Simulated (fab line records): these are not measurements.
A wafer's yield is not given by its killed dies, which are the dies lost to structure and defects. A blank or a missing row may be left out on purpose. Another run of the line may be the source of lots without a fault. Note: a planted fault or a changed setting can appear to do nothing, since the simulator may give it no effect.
Problem report, 8D (eight disciplines) form, completed by code + flow sky130 + the parts of the form that need people (team, actions taken, sign-off) are left out

== 1. THE ISSUE ==
At SKY_VIA4_SPUTTER_17, cathode_dc_power_W averages 4194.0 W over 3 wafers from 2 lots, while fault-free wafers read 4000.0 W, standard deviation 0.66. So: +99 or more standard deviations from the usual mean.
The step: material TiN, target thk 20 nm, time 80 s.
The first sign was on wafer L350.5 at day 45 02:15, on pvd_sputter-01. At this step, 36 wafers from 12 lots have a number in the record. Rule for "out" (also "out of limits"): further than 4 standard deviations from the usual mean. The rest of the wafers with a number are treated as sound.

== 2. WHAT IT IS, WHAT IT ISN'T ==
| question                    | is                     | is not                                                                                                         |
|-----------------------------|------------------------|----------------------------------------------------------------------------------------------------------------|
| which readings at this step | cathode_dc_power_W     | throttle_valve_pct                                                                                             |
| which lots                  | L350, L353             | L345, L346, L348, L360, L361, L362, L363, L364, L365, L366                                                     |
| which wafers of those lots  | L350.5, L353.4, L353.6 | L350.1, L350.4, L353.2                                                                                         |
| read on which tools         | pvd_sputter-01         | pvd_sputter-03, pvd_sputter-04                                                                                 |
| when                        | from day 45 02:15      | up to then (11 sound wafers); but 22 sound wafers of L353, L360, L361, L362, L363, L364, L365, L366 came after |

== 3. THE SUSPECTS, EACH WITH WHAT RULES IT OUT ==
Counting: a tool at a process step up to the reading stays a suspect if it ran every lot that is out. Sound lots after the first of them don't rule it out here, since some wafers of a struck lot are sound.
- cmp-01 at SKY_VIA4_CMP_02 (polishes SiO2): kept. It processed each lot that is out (first: L350, day 44 03:49); up to then, its last sound lot is L348 (day 43 16:38).
- pvd_sputter-01 at SKY_VIA4_SPUTTER_17 (material TiN, target thk 20 nm, time 80 s): kept. It processed each lot that is out (first: L350, day 45 02:15); up to then, its last sound lot is L346 (day 44 02:28). Its own readings are out on those wafers: cathode_dc_power_W.
- In cmp-01 at SKY_VIA4_CMP_02, the wafers that are out were processed in chamber 1 and their sound lot-mates in chambers 0, 2, 3.
Left after counting: cmp-01 at SKY_VIA4_CMP_02, pvd_sputter-01 at SKY_VIA4_SPUTTER_17.

== 4. THE CAUSE (what the simulator had put in) ==
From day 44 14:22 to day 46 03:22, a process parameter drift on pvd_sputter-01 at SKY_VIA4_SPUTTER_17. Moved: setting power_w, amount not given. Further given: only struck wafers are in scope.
Counting leaves 2 suspects; this tool is one of them.

== 5. THE EFFECT CHAIN, in route order ==
Each row: a reading whose mean over the struck wafers that have a number lies more than 3 standard deviations from the usual. Only readings for which the record gives a usual standard deviation are gone through. hours: the time from each lot's start at the first step in this table that gives one to its start at this step, as a median over the lots. sigmas: the change in usual standard deviations.
| hours | step                | reading            | usual    | on struck wafers | change | sigmas      |
|-------|---------------------|--------------------|----------|------------------|--------|-------------|
| 0     | SKY_VIA4_SPUTTER_17 | cathode_dc_power_W | 4000.0 W | 4194.0           | +194.0 | +99 or more |
Here are the process steps it includes:
- SKY_VIA4_SPUTTER_17: material TiN, target thk 20 nm, time 80 s.

== 6. WHAT WOULD HAVE CAUGHT IT SOONER ==
12 hours passed between the start of the fault at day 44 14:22 and the first reading out of limits in this record, taken at day 45 02:15.
